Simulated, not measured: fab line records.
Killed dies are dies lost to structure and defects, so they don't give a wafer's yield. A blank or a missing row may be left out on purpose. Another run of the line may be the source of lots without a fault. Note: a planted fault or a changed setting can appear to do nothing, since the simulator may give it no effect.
One fault seen from 2 desks | flow gf180mcu | numbers are kept per desk, each desk with only its own; the story behind them comes last

THE METROLOGY DESK
What the gauges read, lot by lot, whatever tool the lot ran on: means of the sampled wafers that have a number. Any lot whose mean is over 4 standard deviations away from the usual mean is out of limits and marked OUT; that distance is given in the brackets.
Columns: A = V4_W_RS at GF_V4_RS_MEAS_24, usual 0.328 ohm/sq
lot  | first seen here | A
L557 | day 24 04:02    | 0.329
L559 | day 24 20:08    | 0.329
L560 | day 25 06:02    | 0.330
L562 | day 26 00:01    | 0.329
L563 | day 26 09:03    | 0.332
L564 | day 26 13:35    | 0.328
L567 | day 27 23:20    | 0.326
L569 | day 28 14:40    | 0.330
L573 | day 29 15:28    | 0.330
L574 | day 29 21:55    | 0.330
L578 | day 31 03:27    | 0.324
L580 | day 31 11:48    | 0.329
Finding of this desk: none of the 12 lots has anything out of limits.

TOOL OWNER'S DESK, cmp-02
The tool's own readings at GF_V4_CMP_26 (polishes, stops on SiO2, t overpolish 15 s, target thk 0 nm): means of the sampled wafers that have a number, for each lot that ran on this tool. Any lot whose mean is over 4 standard deviations away from the usual mean is out of limits and marked OUT; that distance is given in the brackets.
Columns: A = motorCurrentA at GF_V4_CMP_26, usual 11.5 A; B = overpolishRunS at GF_V4_CMP_26, usual 15.000 s; C = slurryFlowMlMin at GF_V4_CMP_26, usual 150.0; D = timeToEndpointS at GF_V4_CMP_26, usual 83 s
lot  | first seen here | A    | B                        | C     | D
L559 | day 25 00:07    | 10.3 | 15.004                   | 150.0 | 85
L560 | day 25 06:13    | 10.1 | 14.999                   | 149.7 | 85
L563 | day 26 09:16    | 10.8 | 14.999                   | 149.5 | 84
L564 | day 26 13:43    | 9.9  | 15.003                   | 149.3 | 84
L567 | day 27 23:31    | 9.7  | 15.006                   | 150.1 | 83
L569 | day 28 15:01    | 10.3 | 15.000                   | 149.7 | 85
L573 | day 29 15:40    | 10.6 | 10.014 (-99 or more) OUT | 150.0 | 94
L578 | day 31 03:37    | 10.5 | 5.025 (-99 or more) OUT  | 150.2 | 115 (+6.7) OUT
This desk's verdict: out of limits on L573, L578, starting with L573 at day 29 15:40 (overpolishRunS at GF_V4_CMP_26). L559, L560, L563, L564, L567, L569 stayed within limits.

BROUGHT TOGETHER
An alarm could have come from the tool owner's desk at day 29 15:40, on L573, L578.
Metrology desk: nothing out of limits seen.
The metrology desk has L573, L578 on record, within its limits.
All the named lots went through GF_V4_CMP_26 on cmp-02.

WHAT THE SIMULATOR HAD INSERTED
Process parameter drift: cmp-02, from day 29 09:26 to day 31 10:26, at GF_V4_CMP_26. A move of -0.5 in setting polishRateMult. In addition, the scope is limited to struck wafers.
Shown lots that were struck: L573, L578.
Time in hours from fault onset to the first out-of-limits reading at each desk: the tool owner's desk, 6.
